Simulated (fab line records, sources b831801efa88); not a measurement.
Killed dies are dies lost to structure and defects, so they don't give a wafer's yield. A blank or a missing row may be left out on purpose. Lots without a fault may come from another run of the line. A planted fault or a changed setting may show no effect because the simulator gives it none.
Which tool did it? | flow gf180mcu | 7 lots, 20 wafers sampled, at 3 steps of a route of 602

WHAT THE GAUGES READ, wafer by wafer
GF_VT_IMPLANT_RS_MEAS_49: measures by four-point-probe.
lot  | measured     | on            | MVPSD_RS (ohm/sq)
L356 | day 7 19:49  | film_metro-04 | 1169.8 1169.8 1170.4
L358 | day 8 11:18  | film_metro-02 | 1166.2 1168.4 1166.8
L360 | day 8 22:19  | film_metro-02 | 1171.1 1165.8 1168.1
L365 | day 10 09:40 | film_metro-02 | 1167.9 1185.6
L370 | day 11 20:33 | film_metro-03 | 1168.8 1165.2 1166.5
L374 | day 12 20:53 | film_metro-04 | 1164.8 1165.2 1169.2
L378 | day 14 00:23 | film_metro-03 | 1167.1 1168.1 1169.3

WHICH TOOL RAN EACH LOT (tool, then ch and the chambers of the sampled wafers, then the start)
lot  | GF_MVPSD_IMPLANT_09             | GF_VT_IMPLANT_STRIP_09
L356 | implanter-04 ch 0, day 5 06:21  | plasma_asher-01 ch 0,1, day 5 20:44
L358 | implanter-04 ch 0, day 5 19:32  | plasma_asher-04 ch 0,1, day 6 10:01
L360 | implanter-04 ch 0, day 6 05:45  | plasma_asher-02 ch 0,1, day 6 21:41
L365 | implanter-04 ch 0, day 7 13:46  | plasma_asher-02 ch 0,1, day 8 06:18
L370 | implanter-01 ch 0, day 8 21:59  | plasma_asher-01 ch 0,1, day 9 15:06
L374 | implanter-03 ch 0, day 9 18:41  | plasma_asher-01 ch 0,1, day 10 12:01
L378 | implanter-01 ch 0, day 10 17:35 | plasma_asher-04 ch 0,1, day 11 11:40
- GF_MVPSD_IMPLANT_09
- GF_VT_IMPLANT_STRIP_09: strips in O2/N2.

THE ANSWER, worked out from the rows above alone
Rule: what is usual is taken from the lots themselves. Put in order of their means at a reading, lots are off if they are a third of the lots or fewer, leave a main group of 4 or more, and stand apart from it by a gap of 3 or more times the standard deviation of the main group's means; of several such gaps the widest counts. A main group whose means are all the same, to the digits that the tables above print for the reading, isn't used. A lot without any number at a reading at which 4 lots or more have one is off too. The other lots that the step has rows for count as sound.
Off: L365, at GF_VT_IMPLANT_RS_MEAS_49 (MVPSD_RS). The main group: mean 1167.8 ohm/sq, standard deviation 1.2.
A tool fits if, at a process step before that reading, it ran every lot that is off, and no sound lot after the first of them. The gauges at GF_VT_IMPLANT_RS_MEAS_49 are tried like those tools. Can't be told from this: 3 tools fit, implanter-04 at GF_MVPSD_IMPLANT_09, plasma_asher-02 at GF_VT_IMPLANT_STRIP_09, film_metro-02 at GF_VT_IMPLANT_RS_MEAS_49.

WHAT THE SIMULATOR HAD PUT IN
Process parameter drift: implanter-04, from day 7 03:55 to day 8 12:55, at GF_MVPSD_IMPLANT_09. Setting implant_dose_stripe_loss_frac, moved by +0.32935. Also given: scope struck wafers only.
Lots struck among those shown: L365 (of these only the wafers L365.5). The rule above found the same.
